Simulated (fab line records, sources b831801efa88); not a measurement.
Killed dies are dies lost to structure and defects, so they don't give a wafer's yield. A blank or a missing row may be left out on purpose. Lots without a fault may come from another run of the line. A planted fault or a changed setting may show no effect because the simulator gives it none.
Which tool did it? | flow sky130 | 14 lots, 42 wafers sampled, at 7 steps of a route of 708

WHAT THE GAUGES READ, wafer by wafer
SKY_CAPM_OVL_MEAS_12.
lot  | measured     | on         | CAPM_OVL (nm)
L898 | day 37 16:53 | overlay-02 | -1.2 -0.5 -2.1
L903 | day 39 07:48 | overlay-02 | -0.4 -0.3 -1.7
L905 | day 40 05:06 | overlay-01 | -0.2 1.2 0.3
L906 | day 40 07:54 | overlay-02 | -1.1 0.2 -1.5
L908 | day 40 18:57 | overlay-01 | 0.6 0.9 0.9
L909 | day 40 22:20 | overlay-02 | -3.3 -1.2 -2.8
L911 | day 41 12:17 | overlay-02 | -0.3 0.3 -1.0
L913 | day 42 06:08 | overlay-02 | -0.3 1.7 0.6
L914 | day 42 07:55 | overlay-02 | -0.6 -1.1 -1.4
L917 | day 42 23:59 | overlay-02 | 0.7 0.6 -0.1
L918 | day 43 10:14 | overlay-02 | 0.2 -0.6 0.0
L919 | day 44 03:19 | overlay-02 | -0.8 0.3 -0.6
L920 | day 44 04:38 | overlay-01 | -1.3 -0.9 -1.6
L921 | day 44 04:51 | overlay-01 | 1.1 1.2 0.5

SKY_VIA3_THK_MEAS_01.
lot  | measured     | on            | VIA3_HDPCVD_THK (nm)
L898 | day 38 20:14 | film_metro-03 | 1604 1627 1611
L903 | day 40 10:04 | film_metro-03 | 1615 1633 1609
L908 | day 41 21:07 | film_metro-02 | 1613 1641 1641
L909 | day 42 00:39 | film_metro-02 | 1630 1614 1600
L911 | day 42 13:11 | film_metro-02 | 1632 1636 1620
L913 | day 43 07:43 | film_metro-03 | 1619 1641 1598
L914 | day 43 08:42 | film_metro-02 | 1627 1618 1649
L917 | day 44 00:34 | film_metro-03 | 1621 1627 1619
L918 | day 44 10:40 | film_metro-02 | 1609 1649 1630
L919 | day 45 02:11 | film_metro-02 | 1622 1645 1673
L920 | day 45 03:42 | film_metro-03 | 1647 1650 1659
L921 | day 45 04:04 | film_metro-04 | 1632 1633 1624

WHICH TOOL RAN EACH LOT (tool, then ch and the chambers of the sampled wafers, then the start)
lot  | SKY_CAPM_STRIP_14                    | SKY_METAL3_ETCH_16                | SKY_METAL3_ETCH_17                 | SKY_METAL3_METAL_ETCH_18          | SKY_METAL3_STRIP_19
L898 | plasma_asher-03 ch 0,1, day 37 17:04 | rie_metal-03 ch 0,1, day 38 19:02 | rie_diel-01 ch 1,3, day 38 19:08   | rie_metal-01 ch 0,1, day 38 19:09 | plasma_asher-01 ch 0,1, day 38 19:19
L903 | plasma_asher-01 ch 0,1, day 39 07:54 | rie_metal-03 ch 0,1, day 40 08:52 | rie_diel-02 ch 0,1,3, day 40 08:58 | rie_metal-01 ch 0,1, day 40 08:59 | plasma_asher-04 ch 0,1, day 40 09:10
L905 | plasma_asher-01 ch 0,1, day 40 05:13 | rie_metal-01 ch 0,1, day 41 06:01 | rie_diel-01 ch 0,1,2, day 41 06:07 | rie_metal-03 ch 0,1, day 41 06:08 | plasma_asher-02 ch 0,1, day 41 06:19
L906 | plasma_asher-03 ch 0,1, day 40 08:01 | rie_metal-01 ch 0,1, day 41 09:19 | rie_diel-02 ch 0,2,3, day 41 09:25 | rie_metal-04 ch 0,1, day 41 09:26 | plasma_asher-01 ch 0,1, day 41 09:37
L908 | plasma_asher-03 ch 0,1, day 40 19:04 | rie_metal-01 ch 0, day 41 19:55   | rie_diel-03 ch 1,3, day 41 20:07   | rie_metal-04 ch 0,1, day 41 20:08 | plasma_asher-04 ch 0,1, day 41 20:19
L909 | plasma_asher-02 ch 0,1, day 40 22:27 | rie_metal-01 ch 0, day 41 23:29   | rie_diel-02 ch 0,2,3, day 41 23:39 | rie_metal-04 ch 0, day 41 23:40   | plasma_asher-02 ch 0,1, day 41 23:50
L911 | plasma_asher-03 ch 0,1, day 41 12:24 | rie_metal-03 ch 0,1, day 42 12:08 | rie_diel-02 ch 0,2,3, day 42 12:14 | rie_metal-04 ch 0,1, day 42 12:15 | plasma_asher-01 ch 0,1, day 42 12:25
L913 | plasma_asher-03 ch 0,1, day 42 06:19 | rie_metal-01 ch 0,1, day 43 06:34 | rie_diel-01 ch 0,2, day 43 06:40   | rie_metal-03 ch 0,1, day 43 06:41 | plasma_asher-01 ch 0,1, day 43 06:52
L914 | plasma_asher-01 ch 0,1, day 42 08:03 | rie_metal-01 ch 0,1, day 43 07:40 | rie_diel-02 ch 0,1,3, day 43 07:44 | rie_metal-04 ch 0,1, day 43 07:49 | plasma_asher-02 ch 0,1, day 43 07:58
L917 | plasma_asher-02 ch 0,1, day 43 00:06 | rie_metal-04 ch 1, day 43 23:25   | rie_diel-03 ch 0,3, day 43 23:31   | rie_metal-01 ch 0, day 43 23:32   | plasma_asher-02 ch 0,1, day 43 23:43
L918 | plasma_asher-01 ch 0,1, day 43 10:26 | rie_metal-01 ch 1, day 44 09:31   | rie_diel-03 ch 1,2, day 44 09:37   | rie_metal-04 ch 0, day 44 09:38   | plasma_asher-02 ch 0,1, day 44 09:49
L919 | plasma_asher-03 ch 0,1, day 44 03:25 | rie_metal-03 ch 0,1, day 45 01:08 | rie_diel-03 ch 1,2,3, day 45 01:14 | rie_metal-04 ch 0,1, day 45 01:15 | plasma_asher-04 ch 0,1, day 45 01:25
L920 | plasma_asher-01 ch 0,1, day 44 04:45 | rie_metal-01 ch 0,1, day 45 02:38 | rie_diel-02 ch 0,2, day 45 02:44   | rie_metal-03 ch 0,1, day 45 02:46 | plasma_asher-01 ch 0,1, day 45 02:56
L921 | plasma_asher-02 ch 1, day 44 04:57   | rie_metal-04 ch 0,1, day 45 02:59 | rie_diel-03 ch 1,2,3, day 45 03:05 | rie_metal-01 ch 0, day 45 03:06   | plasma_asher-04 ch 0,1, day 45 03:16
- SKY_CAPM_STRIP_14: strips in O2/N2.
- SKY_METAL3_ETCH_16: etches BARC in N2/H2, stops on SiO2, time 88.2 s, target depth 60 nm.
- SKY_METAL3_ETCH_17: etches SiO2 in C4F8/O2/Ar, stops on TiN, time 3.9 s, target depth 15 nm.
- SKY_METAL3_METAL_ETCH_18: etches the open film in Cl2/BCl3, stops on SiO2, target depth 845 nm, time 183.1 s.
- SKY_METAL3_STRIP_19: strips in O2/N2.

WHAT THE TOOLS THEMSELVES READ (means of the sampled wafers that have a number; where no wafer has one, the mark that the record gives instead)
SKY_CAPM_STRIP_14.
lot  | tool            | chamber_pressure_mTorr (mTorr) | drypump_motor_current_A (A) | oes_product_au (a.u.) | strip_time_to_endpoint_s (s)
L898 | plasma_asher-03 | 1499.8                         | 5.50                        | 0.711                 | 12.64
L903 | plasma_asher-01 | 1500.2                         | 6.02                        | 0.708                 | 12.68
L905 | plasma_asher-01 | 1499.9                         | 6.12                        | 0.711                 | 12.61
L906 | plasma_asher-03 | 1500.3                         | 5.55                        | 0.709                 | 12.60
L908 | plasma_asher-03 | 1498.8                         | 5.55                        | 0.711                 | 12.65
L909 | plasma_asher-02 | 1500.1                         | 5.81                        | 0.709                 | 12.66
L911 | plasma_asher-03 | 1498.7                         | 5.55                        | 0.711                 | 12.56
L913 | plasma_asher-03 | 1500.7                         | 5.53                        | 0.714                 | 12.56
L914 | plasma_asher-01 | 1499.4                         | 6.02                        | 0.708                 | 12.69
L917 | plasma_asher-02 | 1499.0                         | 5.91                        | 0.712                 | 12.71
L918 | plasma_asher-01 | 1499.2                         | 6.00                        | 0.710                 | 12.64
L919 | plasma_asher-03 | 1500.8                         | 5.53                        | 0.710                 | 12.68
L920 | plasma_asher-01 | 1500.0                         | 6.13                        | 0.713                 | 12.63
L921 | plasma_asher-02 | 1499.3                         | 5.73                        | 0.706                 | 12.71

SKY_METAL3_ETCH_16.
lot  | tool         | bias_w (W) | chamber_pressure_mTorr (mTorr) | drypump_motor_current_A (A) | he_backside_leak_sccm (sccm) | oes_product_au (a.u.) | throttle_valve_pct (%)
L898 | rie_metal-03 | 100.24     | 29.989                         | 6.0                         | 3.3                          | 0.625                 | 13.211
L903 | rie_metal-03 | 99.83      | 30.000                         | 6.0                         | 3.1                          | 0.628                 | 13.205
L905 | rie_metal-01 | -          | -                              | -                           | -                            | -                     | -
L906 | rie_metal-01 | -          | -                              | -                           | -                            | -                     | -
L908 | rie_metal-01 | 99.88      | 29.998                         | 4.9                         | 3.3                          | 0.624                 | 13.202
L909 | rie_metal-01 | 100.24     | 29.993                         | 4.9                         | 3.4                          | 0.630                 | 13.201
L911 | rie_metal-03 | 99.99      | 29.994                         | 6.1                         | 3.1                          | 0.627                 | 13.205
L913 | rie_metal-01 | 99.54      | 29.983                         | 5.6                         | 3.4                          | 0.625                 | 13.208
L914 | rie_metal-01 | 99.96      | 29.992                         | 5.3                         | 3.3                          | 0.626                 | 13.208
L917 | rie_metal-04 | 99.76      | 30.009                         | 5.7                         | 4.7                          | 0.630                 | 13.210
L918 | rie_metal-01 | 100.40     | 29.998                         | 6.0                         | 3.3                          | 0.629                 | 13.205
L919 | rie_metal-03 | 100.00     | 29.992                         | 6.1                         | 3.1                          | 0.624                 | 13.205
L920 | rie_metal-01 | 99.85      | 30.017                         | 5.3                         | 3.4                          | 0.621                 | 13.215
L921 | rie_metal-04 | 99.98      | 29.996                         | 5.5                         | 3.3                          | 0.628                 | 13.211

SKY_METAL3_ETCH_17.
lot  | tool        | bias_w (W) | chamber_pressure_mTorr (mTorr) | oes_product_au (a.u.)
L898 | rie_diel-01 | 1200       | 39.96                          | 0.744
L903 | rie_diel-02 | 1198       | 40.00                          | 0.738
L905 | rie_diel-01 | 1196       | 40.02                          | 0.374
L906 | rie_diel-02 | 1202       | 40.04                          | 0.378
L908 | rie_diel-03 | 1199       | 39.99                          | 0.748
L909 | rie_diel-02 | 1200       | 39.97                          | 0.758
L911 | rie_diel-02 | 1200       | 40.00                          | 0.758
L913 | rie_diel-01 | 1197       | 39.95                          | 0.758
L914 | rie_diel-02 | 1198       | 40.03                          | 0.748
L917 | rie_diel-03 | 1198       | 40.01                          | 0.754
L918 | rie_diel-03 | 1199       | 39.97                          | 0.757
L919 | rie_diel-03 | 1199       | 39.99                          | 0.735
L920 | rie_diel-02 | 1197       | 40.01                          | 0.749
L921 | rie_diel-03 | 1197       | 39.99                          | 0.747

SKY_METAL3_METAL_ETCH_18.
lot  | tool         | bcl3_flow_sccm (sccm) | bias_w (W) | chamber_pressure_mTorr (mTorr) | drypump_motor_current_A (A) | he_backside_leak_sccm (sccm) | oes_product_au (a.u.) | throttle_valve_pct (%)
L898 | rie_metal-01 | 29.82                 | 48.48      | 9.997                          | 5.6                         | 3.41                         | 0.854                 | 22.262
L903 | rie_metal-01 | 29.98                 | 48.42      | 9.989                          | 5.3                         | 3.40                         | 0.870                 | 22.267
L905 | rie_metal-03 | 29.85                 | 48.63      | 9.990                          | 5.9                         | 3.15                         | 0.371                 | 22.266
L906 | rie_metal-04 | 29.97                 | 48.56      | 10.002                         | 5.5                         | 3.39                         | 0.377                 | 22.260
L908 | rie_metal-04 | 30.01                 | 48.51      | 9.995                          | 5.5                         | 3.32                         | 0.865                 | 22.262
L909 | rie_metal-04 | 30.03                 | 48.45      | 9.989                          | 5.4                         | 3.36                         | 0.870                 | 22.261
L911 | rie_metal-04 | 29.94                 | 48.49      | 9.998                          | 5.6                         | 3.48                         | 0.863                 | 22.259
L913 | rie_metal-03 | 30.00                 | 48.51      | 9.990                          | 6.1                         | 3.16                         | 0.872                 | 22.263
L914 | rie_metal-04 | 29.96                 | 48.45      | 10.000                         | 5.5                         | 3.42                         | 0.867                 | 22.269
L917 | rie_metal-01 | 30.06                 | 48.51      | 10.000                         | 4.9                         | 3.38                         | 0.858                 | 22.263
L918 | rie_metal-04 | 29.99                 | 48.50      | 9.996                          | 5.4                         | 3.30                         | 0.862                 | 22.260
L919 | rie_metal-04 | 29.99                 | 48.51      | 10.004                         | 5.5                         | 3.35                         | 0.867                 | 22.271
L920 | rie_metal-03 | 29.97                 | 48.49      | 9.993                          | 6.0                         | 3.14                         | 0.867                 | 22.265
L921 | rie_metal-01 | 30.00                 | 48.31      | 10.005                         | 4.9                         | 3.41                         | 0.874                 | 22.269

SKY_METAL3_STRIP_19.
lot  | tool            | chamber_pressure_mTorr (mTorr) | drypump_motor_current_A (A) | oes_product_au (a.u.) | strip_time_to_endpoint_s (s)
L898 | plasma_asher-01 | 1500.5                         | 6.2                         | 0.499                 | 6.50
L903 | plasma_asher-04 | 1499.1                         | 5.4                         | 0.501                 | 6.52
L905 | plasma_asher-02 | 1500.6                         | 5.9                         | 0.518                 | 7.03
L906 | plasma_asher-01 | 1499.6                         | 6.1                         | 0.525                 | 7.13
L908 | plasma_asher-04 | 1499.7                         | 5.3                         | 0.511                 | 6.70
L909 | plasma_asher-02 | 1499.5                         | 5.9                         | 0.511                 | 6.71
L911 | plasma_asher-01 | 1499.3                         | 6.1                         | 0.504                 | 6.59
L913 | plasma_asher-01 | 1499.6                         | 6.1                         | 0.500                 | 6.53
L914 | plasma_asher-02 | 1500.7                         | 5.8                         | 0.504                 | 6.59
L917 | plasma_asher-02 | 1499.9                         | 5.8                         | 0.500                 | 6.49
L918 | plasma_asher-02 | 1500.2                         | 5.8                         | 0.510                 | 6.62
L919 | plasma_asher-04 | 1499.9                         | 5.4                         | 0.504                 | 6.58
L920 | plasma_asher-01 | 1500.1                         | 6.1                         | 0.502                 | 6.57
L921 | plasma_asher-04 | 1500.6                         | 5.4                         | 0.502                 | 6.55

THE ANSWER, worked out from the rows above alone
Rule: what is usual is taken from the lots themselves. Put in order of their means at a reading, lots are off if they are a third of the lots or fewer, leave a main group of 4 or more, and stand apart from it by a gap of 3 or more times the standard deviation of the main group's means; of several such gaps the widest counts. A main group whose means are all the same, to the digits that the tables above print for the reading, isn't used. A lot without any number at a reading at which 4 lots or more have one is off too. The other lots that the step has rows for count as sound. The gauges are gone through in route order, then the tools' own readings, and for those a lot's mean is taken as printed above. The first step at which some lot is off is used, and at that step the reading that is off furthest; a lot without a number counts as furthest.
Off: L905, L906, at SKY_METAL3_ETCH_16 (bias_w). Without a number there: L905, L906. The main group: mean 99.97 W, standard deviation 0.22.
A tool fits if, at that step or a process step before it, it ran every lot that is off, and no sound lot after the first of them. None of those tried fits.

WHAT THE SIMULATOR HAD PUT IN
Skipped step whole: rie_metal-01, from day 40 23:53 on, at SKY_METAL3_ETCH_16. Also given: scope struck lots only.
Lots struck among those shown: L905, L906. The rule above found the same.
